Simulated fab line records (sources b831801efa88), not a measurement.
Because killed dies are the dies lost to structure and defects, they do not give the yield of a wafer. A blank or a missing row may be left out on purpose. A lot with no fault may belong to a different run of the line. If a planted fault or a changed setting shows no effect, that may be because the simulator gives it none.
fab line records ; flow sky130
[record] lots = 14; wafers = 42; lastDay = 50
route steps=708 shown FIELD_ISO@3 VT_ADJUST_HVTP@96 POLY_GATE@204 RES_PROTECT@214 SD_N@358 SD_P@359
lots that met no fault: from a run of the same line without faults
startH: hours from the record's first day to the start of the lot's first wafer shown ; waitH: hours from the lot's prior step to this one ; " the same as in the row above ; L1.1+2: a single row standing in for several wafers ; - no value, or no start was given ; * or withheld: withheld ; < > ~ a bound
route shown NAME@n: NAME is a module with steps in the file, n the number in the route of the first one ; usual: mean/standard deviation taken from wafers without a fault ; same: alike in all rows ; chamber/n: place in a boat ; sites: each site's reading ; _std_site: the values' standard deviation ; _edge_site: the outer-site mean with the inner-site mean subtracted ; radiusMm: how far each site lies from the wafer's centre ; mask NAME#n: copy n ; behind: the most recent tool/chamber to have shaped the wafer ; hold: reason for holding the lot/hours on hold/outcome of the hold ; device: whichever transistor did not switch (one of n, p or np) ; end of line: the route-end tests of the same wafers ; a step given without rows: its recipe and nothing more ; killed: dies lost to structure and defects at the first sort, not the wafer's yield ; map: per-die view of a wafer (x killed, . not killed, _ where there is no die)
set.NAME: the setting as run; set.NAME@STEP: as run at that earlier step ; model.NAME: the simulator's own value behind a step, which no gauge read
route steps across a sampled set of lots; one table per step, one row per wafer
services: when a tool's chamber went out of use (startH, in hours from the record's first day, below 0 if earlier), for how many hours, and the reason
[[steps]]
[step SKY_FIELD_ISO_THK_MEAS_02]
[recipe] reads = SiO2_of_FIELD_ISO_OXIDATION_01
[usual] FIELD_ISO_OXIDATION_00_THK = 12.07/0.24
lot.wafer;tool;chamber;startH;waitH;FIELD_ISO_OXIDATION_00_THK[nm]
L319.1;filmMetro-04;-;11.63;0.0;12.12
L319.3;filmMetro-04;-;11.63;0.0;11.98
L319.6;filmMetro-04;-;11.63;0.0;11.89
L320.2;filmMetro-03;-;16.70;0.0;12.26
L320.3;filmMetro-03;-;16.70;0.0;12.08
L320.4;filmMetro-03;-;16.70;0.0;12.42
L321.1;filmMetro-03;-;22.44;0.0;12.35
L321.2;filmMetro-03;-;22.44;0.0;12.25
L321.3;filmMetro-03;-;22.44;0.0;12.26
L322.2;filmMetro-03;-;26.84;0.0;11.92
L322.3;filmMetro-03;-;26.84;0.0;12.05
L322.6;filmMetro-03;-;26.84;0.0;12.06
L324.1;filmMetro-02;-;38.21;0.0;12.56
L324.2;filmMetro-02;-;38.21;0.0;12.66
L324.4;filmMetro-02;-;38.21;0.0;12.52
L325.3;filmMetro-04;-;41.65;0.0;11.82
L325.4;filmMetro-04;-;41.65;0.0;11.92
L325.5;filmMetro-04;-;41.65;0.0;11.91
L326.3;filmMetro-04;-;48.78;0.0;11.85
L326.5;filmMetro-04;-;48.78;0.0;12.09
L326.6;filmMetro-04;-;48.78;0.0;12.00
L328.3;filmMetro-03;-;57.22;0.0;12.61
L328.4;filmMetro-03;-;57.22;0.0;12.29
L328.6;filmMetro-03;-;57.22;0.0;12.35
L329.3;filmMetro-04;-;61.65;0.0;12.37
L329.5;filmMetro-04;-;61.65;0.0;12.24
L329.6;filmMetro-04;-;61.65;0.0;12.36
L332.3;filmMetro-02;-;77.88;0.0;12.09
L332.5;filmMetro-02;-;77.88;0.0;12.15
L332.6;filmMetro-02;-;77.88;0.0;12.06
L333.1;filmMetro-03;-;83.88;0.0;12.20
L333.2;filmMetro-03;-;83.88;0.0;12.24
L333.6;filmMetro-03;-;83.88;0.0;12.12
L340.3;filmMetro-02;-;117.52;0.0;11.85
L340.4;filmMetro-02;-;117.52;0.0;11.89
L340.6;filmMetro-02;-;117.52;0.0;11.91
L341.2;filmMetro-03;-;121.69;0.0;11.79
L341.3;filmMetro-03;-;121.69;0.0;12.04
L341.5;filmMetro-03;-;121.69;0.0;11.92
L342.1;filmMetro-03;-;127.07;0.0;11.77
L342.2;filmMetro-03;-;127.07;0.0;12.06
L342.3;filmMetro-03;-;127.07;0.0;12.02
[step SKY_VT_ADJUST_HVTP_TW_MEAS_11]
[usual] VT_ADJUST_HVTP_TW = 1357/6.7
lot.wafer;tool;chamber;startH;waitH;VT_ADJUST_HVTP_TW
L319.1;filmMetro-02;-;124.05;0.1;1361
L319.3;filmMetro-02;-;124.05;0.1;1362
L319.6;filmMetro-02;-;124.05;0.1;1367
L320.2;filmMetro-03;-;128.21;0.1;1350
L320.3;filmMetro-03;-;128.21;0.1;1360
L320.4;filmMetro-03;-;128.21;0.1;1362
L321.1;filmMetro-03;-;140.04;0.1;1356
L321.2;filmMetro-03;-;140.04;0.1;1356
L321.3;filmMetro-03;-;140.04;0.1;1357
L322.2;filmMetro-01;-;144.36;0.1;1358
L322.3;filmMetro-01;-;144.36;0.1;1359
L322.6;filmMetro-01;-;144.36;0.1;1359
L324.1;filmMetro-01;-;155.85;0.1;1350
L324.2;filmMetro-01;-;155.85;0.1;1349
L324.4;filmMetro-01;-;155.85;0.1;1351
L325.3;filmMetro-02;-;159.76;0.1;1355
L325.4;filmMetro-02;-;159.76;0.1;1360
L325.5;filmMetro-02;-;159.76;0.1;1353
L326.3;filmMetro-03;-;173.12;0.1;1362
L326.5;filmMetro-03;-;173.12;0.1;1359
L326.6;filmMetro-03;-;173.12;0.1;1354
L328.3;filmMetro-01;-;184.36;0.1;1350
L328.4;filmMetro-01;-;184.36;0.1;1360
L328.6;filmMetro-01;-;184.36;0.1;1361
L329.3;filmMetro-02;-;190.42;0.1;1357
L329.5;filmMetro-02;-;190.42;0.1;1357
L329.6;filmMetro-02;-;190.42;0.1;1359
L332.3;filmMetro-01;-;203.48;0.1;1359
L332.5;filmMetro-01;-;203.48;0.1;1353
L332.6;filmMetro-01;-;203.48;0.1;1363
L333.1;filmMetro-03;-;210.55;0.1;1371
L333.2;filmMetro-03;-;210.55;0.1;1358
L333.6;filmMetro-03;-;210.55;0.1;1370
L340.3;filmMetro-01;-;252.91;0.1;1360
L340.4;filmMetro-01;-;252.91;0.1;1354
L340.6;filmMetro-01;-;252.91;0.1;1356
L341.2;filmMetro-03;-;264.71;0.1;1354
L341.3;filmMetro-03;-;264.71;0.1;1352
L341.5;filmMetro-03;-;264.71;0.1;1349
L342.1;filmMetro-01;-;268.14;0.1;1367
L342.2;filmMetro-01;-;268.14;0.1;1356
L342.3;filmMetro-01;-;268.14;0.1;1357
[step SKY_POLY_GATE_CVD_00]
[recipe] material = poly-Si; targetThkNm = 180; tempC = 620; timeS = 720; pressureMtorr = 200
[usual] susceptorTempC = 619.99/0.26
lot.wafer;tool;chamber;startH;waitH;susceptorTempC
L319.1;lpcvd-01;0;315.61;0.0;619.65
L319.3;lpcvd-01;0;315.61;0.0;619.63
L319.6;lpcvd-01;0;315.61;0.0;620.05
L320.2;lpcvd-01;1;320.05;0.0;620.47
L320.3;lpcvd-01;1;320.05;0.0;620.02
L320.4;lpcvd-01;1;320.05;0.0;619.98
L321.1;lpcvd-01;0;331.10;0.0;619.85
L321.2;lpcvd-01;0;331.10;0.0;619.86
L321.3;lpcvd-01;0;331.10;0.0;619.83
L322.2;lpcvd-01;0;339.88;0.0;620.41
L322.3;lpcvd-01;0;339.88;0.0;620.18
L322.6;lpcvd-01;0;339.88;0.0;620.25
L324.1;lpcvd-01;1;351.56;0.0;620.05
L324.2;lpcvd-01;1;351.56;0.0;620.01
L324.4;lpcvd-01;1;351.56;0.0;620.29
L325.3;lpcvd-01;1;357.99;0.0;619.75
L325.4;lpcvd-01;1;357.99;0.0;619.96
L325.5;lpcvd-01;1;357.99;0.0;619.82
L326.3;lpcvd-01;0;384.28;10.0;619.60
L326.5;lpcvd-01;0;384.28;10.0;619.73
L326.6;lpcvd-01;0;384.28;10.0;619.34
L328.3;lpcvd-01;0;391.14;0.0;620.09
L328.4;lpcvd-01;0;391.14;0.0;620.36
L328.6;lpcvd-01;0;391.14;0.0;620.06
L329.3;lpcvd-01;0;400.66;0.0;619.86
L329.5;lpcvd-01;0;400.66;0.0;619.97
L329.6;lpcvd-01;0;400.66;0.0;619.88
L332.3;lpcvd-01;1;419.51;0.0;619.75
L332.5;lpcvd-01;1;419.51;0.0;620.17
L332.6;lpcvd-01;1;419.51;0.0;619.72
L333.1;lpcvd-01;1;429.56;0.0;620.10
L333.2;lpcvd-01;1;429.56;0.0;619.85
L333.6;lpcvd-01;1;429.56;0.0;620.31
L340.3;lpcvd-01;0;487.92;0.0;619.93
L340.4;lpcvd-01;0;487.92;0.0;620.15
L340.6;lpcvd-01;0;487.92;0.0;619.78
L341.2;lpcvd-01;1;503.22;0.0;619.67
L341.3;lpcvd-01;1;503.22;0.0;619.77
L341.5;lpcvd-01;1;503.22;0.0;619.81
L342.1;lpcvd-01;1;505.71;0.0;619.81
L342.2;lpcvd-01;1;505.71;0.0;620.03
L342.3;lpcvd-01;1;505.71;0.0;620.19
[step SKY_POLY_GATE_THK_MEAS_01]
[recipe] reads = poly-Si_of_POLY_GATE_CVD_00
[usual] POLY_GATE_CVD_00_THK = 180.3/1.6
lot.wafer;tool;chamber;startH;waitH;POLY_GATE_CVD_00_THK[nm]
L319.1;filmMetro-03;-;316.81;0.0;181.9
L319.3;filmMetro-03;-;316.81;0.0;181.7
L319.6;filmMetro-03;-;316.81;0.0;183.1
L320.2;filmMetro-01;-;321.26;0.0;182.0
L320.3;filmMetro-01;-;321.26;0.0;180.7
L320.4;filmMetro-01;-;321.26;0.0;183.7
L321.1;filmMetro-02;-;332.30;0.0;180.2
L321.2;filmMetro-02;-;332.30;0.0;179.0
L321.3;filmMetro-02;-;332.30;0.0;179.0
L322.2;filmMetro-02;-;341.09;0.0;181.5
L322.3;filmMetro-02;-;341.09;0.0;179.9
L322.6;filmMetro-02;-;341.09;0.0;181.1
L324.1;filmMetro-03;-;352.76;0.0;180.5
L324.2;filmMetro-03;-;352.76;0.0;180.9
L324.4;filmMetro-03;-;352.76;0.0;178.0
L325.3;filmMetro-03;-;359.21;0.0;180.8
L325.4;filmMetro-03;-;359.21;0.0;177.6
L325.5;filmMetro-03;-;359.21;0.0;178.1
L326.3;filmMetro-01;-;385.50;0.0;179.4
L326.5;filmMetro-01;-;385.50;0.0;180.1
L326.6;filmMetro-01;-;385.50;0.0;180.0
L328.3;filmMetro-03;-;392.36;0.0;178.9
L328.4;filmMetro-03;-;392.36;0.0;178.4
L328.6;filmMetro-03;-;392.36;0.0;177.3
L329.3;filmMetro-02;-;401.88;0.0;180.8
L329.5;filmMetro-02;-;401.88;0.0;182.4
L329.6;filmMetro-02;-;401.88;0.0;179.6
L332.3;filmMetro-01;-;420.73;0.0;254.1
L332.5;filmMetro-01;-;420.73;0.0;255.0
L332.6;filmMetro-01;-;420.73;0.0;254.8
L333.1;filmMetro-02;-;431.36;0.0;254.2
L333.2;filmMetro-02;-;431.36;0.0;254.5
L333.6;filmMetro-02;-;431.36;0.0;254.7
L340.3;filmMetro-01;-;489.14;0.0;181.2
L340.4;filmMetro-01;-;489.14;0.0;180.1
L340.6;filmMetro-01;-;489.14;0.0;182.7
L341.2;filmMetro-01;-;504.43;0.0;179.3
L341.3;filmMetro-01;-;504.43;0.0;178.9
L341.5;filmMetro-01;-;504.43;0.0;178.9
L342.1;filmMetro-03;-;506.91;0.0;179.5
L342.2;filmMetro-03;-;506.91;0.0;176.3
L342.3;filmMetro-03;-;506.91;0.0;177.4
[step SKY_RES_PROTECT_STRIP_07]
[recipe] chemistry = O2/N2; powerW = 1400; pressureMtorr = 1500; platenTempC = withheld; o2FlowSccm = 3000; n2FlowSccm = 300; overashFraction = 0.5
[usual] drypumpMotorCurrentA = 5.9/0.38; oesProductAu = 0.517/0.0047; stripTimeToEndpointS = 23.36/0.04
lot.wafer;tool;chamber;startH;waitH;drypumpMotorCurrentA;oesProductAu;rfHoursCounterH;stripTimeToEndpointS
L319.1;plasmaAsher-02;0;343.89;0.1;5.6;0.513;66;23.30
L319.3;plasmaAsher-02;0;343.89;0.1;5.6;0.521;-;23.31
L319.6;plasmaAsher-02;0;343.89;0.1;5.5;0.522;-;23.29
L320.2;plasmaAsher-01;1;347.98;0.1;6.2;0.517;23;23.31
L320.3;plasmaAsher-01;0;347.98;0.1;5.5;0.519;-;23.34
L320.4;plasmaAsher-01;1;347.98;0.1;6.2;0.519;-;23.37
L321.1;plasmaAsher-01;1;359.79;0.1;6.1;0.517;24;23.38
L321.2;plasmaAsher-01;0;359.79;0.1;5.5;0.513;24;23.38
L321.3;plasmaAsher-01;1;359.79;0.1;6.1;0.514;-;23.35
L322.2;plasmaAsher-04;1;368.49;0.1;6.7;0.526;69;23.34
L322.3;plasmaAsher-04;0;368.49;0.1;6.2;0.511;-;23.33
L322.6;plasmaAsher-04;1;368.49;0.1;6.7;0.515;-;23.37
L324.1;plasmaAsher-04;1;381.19;0.1;6.6;0.515;70;23.29
L324.2;plasmaAsher-04;0;381.19;0.1;6.2;0.525;70;23.29
L324.4;plasmaAsher-04;1;381.19;0.1;6.6;0.517;-;23.27
L325.3;plasmaAsher-01;1;387.87;0.1;6.1;0.522;-;23.33
L325.4;plasmaAsher-01;0;387.87;0.1;5.5;0.514;-;23.34
L325.5;plasmaAsher-01;0;387.87;0.1;5.5;0.512;-;23.38
L326.3;plasmaAsher-04;0;414.66;0.1;6.3;0.513;-;23.40
L326.5;plasmaAsher-04;0;414.66;0.1;6.2;0.517;-;23.39
L326.6;plasmaAsher-04;1;414.66;0.1;6.7;0.514;-;23.36
L328.3;plasmaAsher-01;0;421.76;0.1;5.5;0.519;-;23.33
L328.4;plasmaAsher-01;1;421.76;0.1;6.1;0.517;-;23.38
L328.6;plasmaAsher-01;1;421.76;0.1;6.1;0.510;-;23.32
L329.3;plasmaAsher-02;0;431.56;0.1;5.6;0.506;-;23.35
L329.5;plasmaAsher-02;0;431.56;0.1;5.5;0.520;-;23.36
L329.6;plasmaAsher-02;1;431.56;0.1;5.9;0.516;-;23.37
L332.3;plasmaAsher-01;1;450.47;0.1;6.1;0.511;-;23.42
L332.5;plasmaAsher-01;1;450.47;0.1;6.1;0.515;-;23.40
L332.6;plasmaAsher-01;0;450.47;0.1;5.5;0.519;-;23.39
L333.1;plasmaAsher-02;1;462.79;0.1;5.8;0.510;3;23.37
L333.2;plasmaAsher-02;0;462.79;0.1;5.6;0.515;3;23.34
L333.6;plasmaAsher-02;0;462.79;0.1;5.6;0.523;-;23.37
L340.3;plasmaAsher-04;0;519.62;0.1;6.2;0.519;-;23.40
L340.4;plasmaAsher-04;1;519.62;0.1;6.7;0.513;-;23.39
L340.6;plasmaAsher-04;1;519.62;0.1;6.7;0.513;-;23.39
L341.2;plasmaAsher-01;1;534.74;0.1;6.1;0.516;43;23.42
L341.3;plasmaAsher-01;0;534.74;0.1;5.5;0.512;-;23.37
L341.5;plasmaAsher-01;0;534.74;0.1;5.5;0.510;-;23.37
L342.1;plasmaAsher-01;1;537.74;0.1;6.1;0.518;43;23.34
L342.2;plasmaAsher-01;0;537.74;0.1;5.5;0.517;43;23.29
L342.3;plasmaAsher-01;1;537.74;0.1;6.1;0.522;-;23.30
[step SKY_SD_N_RS_MEAS_16]
[recipe] thkMeasGauge = four-point-probe
[usual] SD_N_RS = 68.67/0.17
lot.wafer;tool;chamber;startH;waitH;SD_N_RS[ohm/sq]
L319.1;filmMetro-01;-;650.28;0.1;68.51
L319.3;filmMetro-01;-;650.28;0.1;68.62
L319.6;filmMetro-01;-;650.28;0.1;68.69
L320.2;filmMetro-01;-;658.61;0.1;68.65
L320.3;filmMetro-01;-;658.61;0.1;68.64
L320.4;filmMetro-01;-;658.61;0.1;68.54
L321.1;filmMetro-02;-;666.93;0.1;68.42
L321.2;filmMetro-02;-;666.93;0.1;68.51
L321.3;filmMetro-02;-;666.93;0.1;68.43
L322.2;filmMetro-03;-;675.65;0.1;68.85
L322.3;filmMetro-03;-;675.65;0.1;68.80
L322.6;filmMetro-03;-;675.65;0.1;68.88
L324.1;filmMetro-01;-;687.77;0.1;68.57
L324.2;filmMetro-01;-;687.77;0.1;68.61
L324.4;filmMetro-01;-;687.77;0.1;68.48
L325.3;filmMetro-01;-;692.37;0.1;68.55
L325.4;filmMetro-01;-;692.37;0.1;68.61
L325.5;filmMetro-01;-;692.37;0.1;68.51
L326.3;filmMetro-03;-;721.52;0.1;68.81
L326.5;filmMetro-03;-;721.52;0.1;68.84
L326.6;filmMetro-03;-;721.52;0.1;68.91
L328.3;filmMetro-03;-;725.47;0.1;68.70
L328.4;filmMetro-03;-;725.47;0.1;68.89
L328.6;filmMetro-03;-;725.47;0.1;68.81
L329.3;filmMetro-02;-;738.12;0.1;68.51
L329.5;filmMetro-02;-;738.12;0.1;68.67
L329.6;filmMetro-02;-;738.12;0.1;68.66
L340.3;filmMetro-03;-;809.46;0.1;69.11
L340.4;filmMetro-03;-;809.46;0.1;68.89
L340.6;filmMetro-03;-;809.46;0.1;68.94
L341.2;filmMetro-03;-;826.05;0.1;68.71
L341.3;filmMetro-03;-;826.05;0.1;68.75
L341.5;filmMetro-03;-;826.05;0.1;68.78
L342.1;filmMetro-02;-;830.13;0.1;68.64
L342.2;filmMetro-02;-;830.13;0.1;68.46
L342.3;filmMetro-02;-;830.13;0.1;68.53
[step SKY_SD_N_RS_MEAS_17]
[recipe] thkMeasGauge = four-point-probe
[usual] SD_P_RS = 147.3/0.48
lot.wafer;tool;chamber;startH;waitH;SD_P_RS[ohm/sq]
L319.1;filmMetro-01;-;650.40;0.1;147.6
L319.3;filmMetro-01;-;650.40;0.1;147.2
L319.6;filmMetro-01;-;650.40;0.1;147.7
L320.2;filmMetro-01;-;658.73;0.1;146.6
L320.3;filmMetro-01;-;658.73;0.1;147.0
L320.4;filmMetro-01;-;658.73;0.1;146.4
L321.1;filmMetro-02;-;667.05;0.1;146.6
L321.2;filmMetro-02;-;667.05;0.1;147.0
L321.3;filmMetro-02;-;667.05;0.1;146.9
L322.2;filmMetro-03;-;675.77;0.1;147.6
L322.3;filmMetro-03;-;675.77;0.1;147.9
L322.6;filmMetro-03;-;675.77;0.1;147.7
L324.1;filmMetro-01;-;687.89;0.1;146.7
L324.2;filmMetro-01;-;687.89;0.1;146.7
L324.4;filmMetro-01;-;687.89;0.1;146.4
L325.3;filmMetro-01;-;692.49;0.1;147.4
L325.4;filmMetro-01;-;692.49;0.1;146.9
L325.5;filmMetro-01;-;692.49;0.1;146.7
L326.3;filmMetro-03;-;721.64;0.1;147.9
L326.5;filmMetro-03;-;721.64;0.1;147.3
L326.6;filmMetro-03;-;721.64;0.1;147.8
L328.3;filmMetro-03;-;725.59;0.1;147.4
L328.4;filmMetro-03;-;725.59;0.1;147.7
L328.6;filmMetro-03;-;725.59;0.1;147.9
L329.3;filmMetro-02;-;738.24;0.1;146.8
L329.5;filmMetro-02;-;738.24;0.1;147.1
L329.6;filmMetro-02;-;738.24;0.1;146.7
L340.3;filmMetro-03;-;809.58;0.1;147.9
L340.4;filmMetro-03;-;809.58;0.1;147.7
L340.6;filmMetro-03;-;809.58;0.1;147.9
L341.2;filmMetro-03;-;826.17;0.1;147.6
L341.3;filmMetro-03;-;826.17;0.1;147.8
L341.5;filmMetro-03;-;826.17;0.1;147.6
L342.1;filmMetro-02;-;830.25;0.1;147.5
L342.2;filmMetro-02;-;830.25;0.1;146.9
L342.3;filmMetro-02;-;830.25;0.1;147.0
[[services]]
tool;chamber;startH;hours;kind
lpcvd-01;-;369.68;14.6;pm
plasmaAsher-04;-;384.16;4.2;repair
plasmaAsher-02;-;385.04;21.0;repair
plasmaAsher-02;-;421.25;9.0;pm
plasmaAsher-02;0;421.25;9.0;ventCycle
plasmaAsher-02;1;421.25;9.0;ventCycle
plasmaAsher-02;0;430.25;-;clean
plasmaAsher-02;1;430.25;-;clean
plasmaAsher-01;-;458.78;8.1;repair
plasmaAsher-02;-;512.16;2.7;pm
[[key]]
[firstSign] step = SKY_POLY_GATE_THK_MEAS_01; reading = POLY_GATE_CVD_00_THK; direction = up; sigmas = 47; usual = 180.3; struck = 254.5
[effect] step = SKY_SD_N_RS_MEAS_16; reading = visit; direction = missing
[effect] step = SKY_SD_N_RS_MEAS_17; reading = visit; direction = missing
metAt SKY_POLY_GATE_CVD_00
struckLots L332,L333
struckWafers L332.3,L332.5,L332.6,L333.1,L333.2,L333.6
laterRowsLeftOut L332.3,L332.5,L332.6,L333.1,L333.2,L333.6
sortLeftOut L332.3,L332.5,L332.6,L333.1,L333.2,L333.6
testerLeftOut L332,L333
notActingAt SKY_FIELD_ISO_THK_MEAS_02,SKY_VT_ADJUST_HVTP_TW_MEAS_11,SKY_RES_PROTECT_STRIP_07
onsetBetween 357.99 419.51
[fault] kind = processParameterDrift; tool = lpcvd-01; chamber = 1; onsetH = 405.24; steps = SKY_POLY_GATE_CVD_00; channel = targetThkNm; offset = 74.482; shape = step; endH = 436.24; stated = 180
// testerLeftOut: of these lots the tester's yield and bins aren't shown, on N5 and GAA mostly nor the transistor test; their killed dies are dies lost to structure and defects alone, not to doping, threshold or leakage, so they don't give the yield
// sortLeftOut: the simulated sort isn't trusted on such a fault, so these wafers' sort isn't shown, and their yield isn't known
// laterRowsLeftOut: the simulator's readings of these wafers behind a module that went badly wrong aren't trusted and aren't shown, but for the sort
